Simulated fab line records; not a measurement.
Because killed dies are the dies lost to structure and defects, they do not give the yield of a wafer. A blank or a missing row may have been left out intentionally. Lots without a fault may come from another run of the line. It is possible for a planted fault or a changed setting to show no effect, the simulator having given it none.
The tool behind it: which one? -- flow sky130 -- 12 lots with 36 wafers sampled at 5 steps, on a route of 708 steps

WHAT THE GAUGES SHOWED, per wafer
SKY_CONTACT_RS_MEAS_25: measurement is done with a four-point probe.
lot,measured,on,CONTACT_W_RS (ohm/sq)
L760,day 31 11:11,film_metro-02,0.337 0.338 0.346
L761,day 32 08:14,film_metro-04,0.339 0.343 0.340
L762,day 32 19:14,film_metro-02,0.334 0.344 0.343
L763,day 33 00:49,film_metro-03,0.341 0.339 0.341
L764,day 33 04:28,film_metro-02,0.330 0.332 0.330
L769,day 34 23:37,film_metro-04,0.347 0.340 0.349
L770,day 35 09:49,film_metro-04,0.341 0.338 0.333
L772,day 35 19:31,film_metro-04,0.346 0.346 0.349
L775,day 37 01:56,film_metro-02,0.341 0.342 0.337
L777,day 37 05:01,film_metro-02,0.344 0.339 0.341
L779,day 38 00:01,film_metro-04,0.340 0.337 0.342
L783,day 38 22:56,film_metro-02,0.347 0.345 0.334

SKY_VIA1_THK_MEAS_01.
lot,measured,on,VIA1_HDPCVD_THK (nm)
L760,day 32 16:25,film_metro-03,1017 1030 1032
L761,day 33 13:35,film_metro-04,1035 1029 1025
L762,day 34 00:01,film_metro-04,1014 1043 1032
L763,day 34 04:35,film_metro-01,1040 1051 1032
L764,day 34 09:05,film_metro-03,1021 1027 1031
L769,day 36 03:49,film_metro-01,1026 1023 1022
L770,day 36 13:24,film_metro-01,872 865 862
L772,day 36 22:43,film_metro-03,885 890 880
L775,day 38 05:14,film_metro-04,1034 1026 1000
L777,day 38 08:07,film_metro-04,1020 1034 1013
L779,day 39 02:52,film_metro-04,1032 1043 1048
L783,day 40 01:13,film_metro-03,1041 1047 1034

SKY_VIA1_OVL_MEAS_13.
lot,measured,on,VIA1_OVL (nm)
L760,day 33 19:53,overlay-01,-3 2 -7
L761,day 34 15:44,overlay-01,4 -1 2
L762,day 35 02:21,overlay-02,7 2 6
L763,day 35 07:11,overlay-01,-3 5 2
L764,day 35 11:26,overlay-01,5 2 0
L769,day 37 06:13,overlay-01,8 17 4
L770,day 37 15:33,overlay-01,-1 4 -4
L772,day 38 00:35,overlay-02,-2 10 7
L775,day 39 06:37,overlay-02,3 -3 5
L777,day 39 09:09,overlay-02,0 -3 -2
L779,day 40 03:59,overlay-01,3 4 -1
L783,day 41 02:14,overlay-01,2 7 -4

WHICH TOOL RAN EACH LOT (tool, then ch and the chambers of the sampled wafers, then the start)
lot,SKY_METAL1_SPUTTER_01,SKY_VIA1_HDPCVD_00
L760,"pvd_sputter-03, day 31 11:40","hdpcvd-02 ch 0,1,2, day 32 16:18"
L761,"pvd_sputter-01, day 32 08:44","hdpcvd-02 ch 1,2, day 33 13:25"
L762,"pvd_sputter-03, day 32 19:43","hdpcvd-01 ch 0,1,2, day 33 23:53"
L763,"pvd_sputter-03, day 33 01:19","hdpcvd-02 ch 0,2, day 34 04:28"
L764,"pvd_sputter-03, day 33 04:58","hdpcvd-02 ch 0,1,2, day 34 08:59"
L769,"pvd_sputter-04, day 35 00:04","hdpcvd-02 ch 1,2, day 36 03:41"
L770,"pvd_sputter-03, day 35 10:16","hdpcvd-02 ch 1,2, day 36 13:16"
L772,"pvd_sputter-04, day 35 20:04","hdpcvd-02 ch 0,2, day 36 22:37"
L775,"pvd_sputter-01, day 37 02:22","hdpcvd-01 ch 0,1,2, day 38 05:10"
L777,"pvd_sputter-03, day 37 05:29","hdpcvd-01 ch 0,2, day 38 07:59"
L779,"pvd_sputter-03, day 38 00:31","hdpcvd-01 ch 1,2, day 39 02:46"
L783,"pvd_sputter-01, day 38 23:25","hdpcvd-02 ch 1,2, day 40 01:05"
- SKY_METAL1_SPUTTER_01: material TiN, target thk 20 nm, time 16.7 s.
- SKY_VIA1_HDPCVD_00: deposits SiO2, target thk 1030 nm, time 171.7 s.

WHAT THE TOOLS THEMSELVES READ (means of the sampled wafers that have a number; where no wafer has one, the mark that the record gives instead)
SKY_METAL1_SPUTTER_01.
lot,tool,throttle_valve_pct (%)
L760,pvd_sputter-03,30.8
L761,pvd_sputter-01,30.1
L762,pvd_sputter-03,30.9
L763,pvd_sputter-03,29.8
L764,pvd_sputter-03,29.8
L769,pvd_sputter-04,29.1
L770,pvd_sputter-03,30.8
L772,pvd_sputter-04,29.1
L775,pvd_sputter-01,30.8
L777,pvd_sputter-03,31.0
L779,pvd_sputter-03,30.1
L783,pvd_sputter-01,30.2

SKY_VIA1_HDPCVD_00.
lot,tool,pressure_mtorr (mTorr),sih4_flow_sccm (sccm)
L760,hdpcvd-02,5.985,59.94
L761,hdpcvd-02,5.996,60.05
L762,hdpcvd-01,6.005,60.05
L763,hdpcvd-02,5.981,59.92
L764,hdpcvd-02,6.002,59.92
L769,hdpcvd-02,6.004,60.01
L770,hdpcvd-02,6.011,50.94
L772,hdpcvd-02,6.001,50.97
L775,hdpcvd-01,6.010,60.02
L777,hdpcvd-01,6.012,60.08
L779,hdpcvd-01,5.983,59.82
L783,hdpcvd-02,6.009,59.89

THE ANSWER, worked out from the rows above alone
Rule: usual is defined by the lots themselves. The widest of any qualifying gaps counts: lots, ordered by their means at a reading, are off when they make up no more than a third of the lots, leave a main group of 4 or more, and stand apart from it by 3 or more times the standard deviation of that group's means. If all means in a main group match to the digits the tables above print for the reading, that group is not used. A lot without any number at a reading at which 4 lots or more have one is off too. All remaining lots with rows at the step are treated as sound. First the gauges in route order, then the tools' own readings, where a lot's mean is used as printed above. At the first step where some lot is off, the reading lying furthest off is the one used; lots without a number count as furthest.
Off: at SKY_VIA1_THK_MEAS_01 (VIA1_HDPCVD_THK), L770, L772. The main group: mean 1030 nm, standard deviation 7.6.
A tool fits if, at a process step before that reading, it ran every lot that is off, and no sound lot after the first of them. Not tried: the gauges at SKY_VIA1_THK_MEAS_01; whatever is off there is also off at SKY_VIA1_HDPCVD_00, on other tools, and gauge error can't account for it. Of those tried, none fits.

WHAT THE SIMULATOR HAD INSERTED
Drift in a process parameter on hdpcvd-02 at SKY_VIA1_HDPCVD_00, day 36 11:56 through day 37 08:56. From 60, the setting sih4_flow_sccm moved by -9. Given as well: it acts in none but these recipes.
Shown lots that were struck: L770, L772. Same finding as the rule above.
